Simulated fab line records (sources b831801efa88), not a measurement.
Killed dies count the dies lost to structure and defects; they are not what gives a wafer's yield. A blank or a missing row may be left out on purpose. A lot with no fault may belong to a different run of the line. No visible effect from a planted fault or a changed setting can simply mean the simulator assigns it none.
The tool behind it: which one? | flow gf180mcu | 6 lots with 18 wafers sampled at 3 steps, on a route of 602 steps

== WHAT EACH GAUGE READ, for each wafer ==
GF_HV_LDD_CD_MEAS_19 targets a cd of 400 nm.
lot  | measured     | on        | cd_nm (nm)
L392 | day 12 09:19 | cd_sem-02 | - - -
L401 | day 15 01:40 | cd_sem-02 | 398.5 397.2 397.2
L403 | day 15 17:16 | cd_sem-01 | 404.5 403.7 403.1
L406 | day 17 09:01 | cd_sem-02 | 399.2 399.5 399.6
L408 | day 17 16:43 | cd_sem-01 | 398.6 397.2 396.8
L410 | day 18 05:44 | cd_sem-02 | 402.3 401.8 399.6

== EACH LOT AND THE TOOL THAT RAN IT (in order: tool; ch and the chambers of the sampled wafers; start) ==
lot  | GF_VT_IMPLANT_RTA_45             | GF_HV_LDD_COAT_14
L392 | rtp_anneal-02 ch 0, day 9 00:50  | litho_track-02, day 11 23:29
L401 | rtp_anneal-02 ch 0, day 11 09:41 | litho_track-04 ch 0, day 14 15:19
L403 | rtp_anneal-02 ch 0, day 11 22:17 | litho_track-01 ch 0, day 15 06:05
L406 | rtp_anneal-02 ch 0, day 13 09:02 | litho_track-02 ch 0, day 16 21:40
L408 | rtp_anneal-02 ch 0, day 13 14:37 | litho_track-01 ch 0, day 17 04:37
L410 | rtp_anneal-01 ch 0, day 14 06:02 | litho_track-01 ch 0, day 17 17:59
- GF_VT_IMPLANT_RTA_45: time 30 s.
- GF_HV_LDD_COAT_14: resist thk 1000 nm.

== THE ANSWER, worked out from the rows above alone ==
Rule: usual is defined by the lots themselves. Put in order of their means at a reading, lots are off if they are a third of the lots or fewer, leave a main group of 4 or more, and stand apart from it by a gap of 3 or more times the standard deviation of the main group's means; of several such gaps the widest counts. If all means in a main group match to the digits the tables above print for the reading, that group is not used. A lot without any number at a reading at which 4 lots or more have one is off too. Any other lot the step has rows for is counted as sound.
Off, at GF_HV_LDD_CD_MEAS_19 on cd_nm: L392. Without a number there: L392. The main group: mean 399.9 nm, standard deviation 2.4.
A tool fits if, at a process step before that reading, it ran every lot that is off, and no sound lot after the first of them. Those tools and the gauges at GF_HV_LDD_CD_MEAS_19 are tried in the same way. No candidate that was tried fits.

== WHAT THE SIMULATOR PUT IN ==
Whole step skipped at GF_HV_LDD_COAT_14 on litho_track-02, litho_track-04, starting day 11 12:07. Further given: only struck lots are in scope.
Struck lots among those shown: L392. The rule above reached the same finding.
